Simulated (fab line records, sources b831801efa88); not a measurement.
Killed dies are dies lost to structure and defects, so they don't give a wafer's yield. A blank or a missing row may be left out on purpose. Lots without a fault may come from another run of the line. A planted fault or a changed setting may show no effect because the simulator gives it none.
A struck lot beside a sound one | flow sfq_line | 21 steps out of a route of 325
Sound: wafers L760.2, L760.5, L760.6. Struck: wafers L771.1, L771.3, L771.4. The cause comes at the end.
At each step with rows: each side's tool, then ch and its chambers, then its first start. Under that, the readings that differ: sound wafers | struck wafers | difference of the means | sigmas: that difference in standard deviations of wafers without a fault.
alike: readings whose means differ by less than 2 such deviations, and words and numbers that are the same on both sides. not compared: withheld readings, readings that some wafer has no value for, bounds like >300 that may hide the same value, and numbers for which the record gives no deviation and whose values overlap.
The two part at a step that has a row with sigmas, a row that says differs or no value, or rows on one side only. Numbers that don't overlap but have no deviation are shown without sigmas and don't part them. A reading that every wafer of one side lacks parts them only if that side has two wafers or more.

first, 1 step without rows for these wafers: SFQ_TRILAYER_M5_ETCH_METAL_ETCH_126 (etches Nb in Cl2/BCl3, stops on SiO2, time 203.2 s, target depth 265 nm).
SFQ_TRILAYER_M5_STRIP_STRIP_127: strips in O2.
  sound on rie_metal-04 ch 0,1, day 56 19:01; struck on rie_metal-03 ch 0,1, day 59 17:40
  alike: drypump_motor_current_A, oes_product_au
  not compared: rf_hours_counter_h
then, 3 steps without rows for these wafers: SFQ_TRILAYER_M5_STRIP_SOLV_CLEAN_128 (cleans in NMP, time 600 s); SFQ_TRILAYER_A5B_DEP_PECVD_129 (deposits SiO2 from SiH4/N2O, time 133.33 s, target thk 600 nm); SFQ_TRILAYER_A5B_CMP_CMP_130 (polishes, stops on Nb, target thk 340.7 nm).
SFQ_TRILAYER_A5B_METRO_MEASURE_131:
  sound on film_metro-04, day 56 23:05; struck on film_metro-03, day 59 23:13
  alike: thk_nm
SFQ_TRILAYER_R5_DEP_SPUTTER_132: material Ti, target thk 5 nm, time 5 s.
  sound on pvd_sputter-04, day 57 00:05; struck on pvd_sputter-06, day 60 00:25
  alike: cathode_dc_power_W, throttle_valve_pct
SFQ_TRILAYER_R5_DEP_SPUTTER_133: material MoNx, target thk 40 nm, time 66.7 s.
  sound on pvd_sputter-04, day 57 00:06; struck on pvd_sputter-06, day 60 00:26
  alike: cathode_dc_power_W, throttle_valve_pct
SFQ_TRILAYER_R5_DEP_SPUTTER_134: material Ti, target thk 5 nm, time 5 s.
  sound on pvd_sputter-04, day 57 00:09; struck on pvd_sputter-06, day 60 00:29
  alike: cathode_dc_power_W, throttle_valve_pct
SFQ_R5_RS_MEAS_933: measures by four-point-probe.
  sound on film_metro-01, day 57 00:11; struck on film_metro-01, day 60 00:30
  reading             | sound          | struck         | difference | sigmas
  R5_MONX_RS (ohm/sq) | 7.08 7.17 7.08 | 6.93 6.88 7.03 | -0.16      | -2
SFQ_R5_THK_MEAS_934: measures by xrf.
  sound on film_metro-01, day 57 00:18; struck on film_metro-01, day 60 00:37
  alike: R5_MONX_THK
then, 1 step without rows for these wafers: SFQ_TRILAYER_R5_LITHO_COAT_141 (resist thk 62 nm).
SFQ_TRILAYER_R5_LITHO_COAT_136: resist thk 600 nm.
  sound on litho_track-03 ch 0, day 57 00:42; struck on litho_track-03 ch 0, day 60 00:59
  reading                                             | sound                | struck               | difference | sigmas
  spin_speed_rpm (rpm)                                | 3002.2 2995.7 2998.7 | 2917.3 2915.3 2915.6 | -82.8      | -41
  model.KrF_of_TRILAYER_R5_LITHO_COAT_136.thk_nm (nm) | 601.5 601.8 602.8    | 614.3 611.2 614.6    | +11.3      |
then, 4 steps without rows for these wafers: SFQ_TRILAYER_R5_LITHO_SOFTBAKE_140; SFQ_TRILAYER_R5_LITHO_EXPOSE_137 (exposes mask R5, target cd 500 nm); SFQ_TRILAYER_R5_LITHO_PEB_139 (peb time 60 s); SFQ_TRILAYER_R5_LITHO_DEVELOP_138 (time 60 s).
-- the record jumps here: 5 days lie between the struck wafers' starts before and after --
SFQ_R5_OVL_MEAS_935:
  sound on overlay-01, day 62 19:44; struck on overlay-02, day 65 08:55
  alike: R5_OVL
then, 1 step without rows for these wafers: SFQ_TRILAYER_R5_BARC_OPEN_METAL_ETCH_177 (etches BARC in O2, target depth 125 nm, time 41.7 s).
SFQ_TRILAYER_R5_ETCH_METAL_ETCH_139: etches the open film in Cl2, stops on SiO2, target depth 60 nm, time 40 s.
  sound on rie_metal-04 ch 0,1, day 62 19:49; struck on rie_metal-03 ch 0,1, day 65 09:01
  reading                                             | sound           | struck            | difference | sigmas
  model.KrF_of_TRILAYER_R5_LITHO_COAT_136.thk_nm (nm) | 501 503.5 502.3 | 511.5 508.2 513.6 | +8.8       |
  alike: drypump_motor_current_A, oes_product_au
  not compared: rf_hours_counter_h
then, 1 step without rows for these wafers: SFQ_TRILAYER_R5_STRIP_STRIP_140 (strips in O2).

WHERE THEY PART
First at SFQ_R5_RS_MEAS_933; last, within this record, at SFQ_TRILAYER_R5_LITHO_COAT_136. Later steps at which nothing parts them and some readings are alike: SFQ_R5_OVL_MEAS_935, SFQ_TRILAYER_R5_ETCH_METAL_ETCH_139.

WHY: what the simulator had put in
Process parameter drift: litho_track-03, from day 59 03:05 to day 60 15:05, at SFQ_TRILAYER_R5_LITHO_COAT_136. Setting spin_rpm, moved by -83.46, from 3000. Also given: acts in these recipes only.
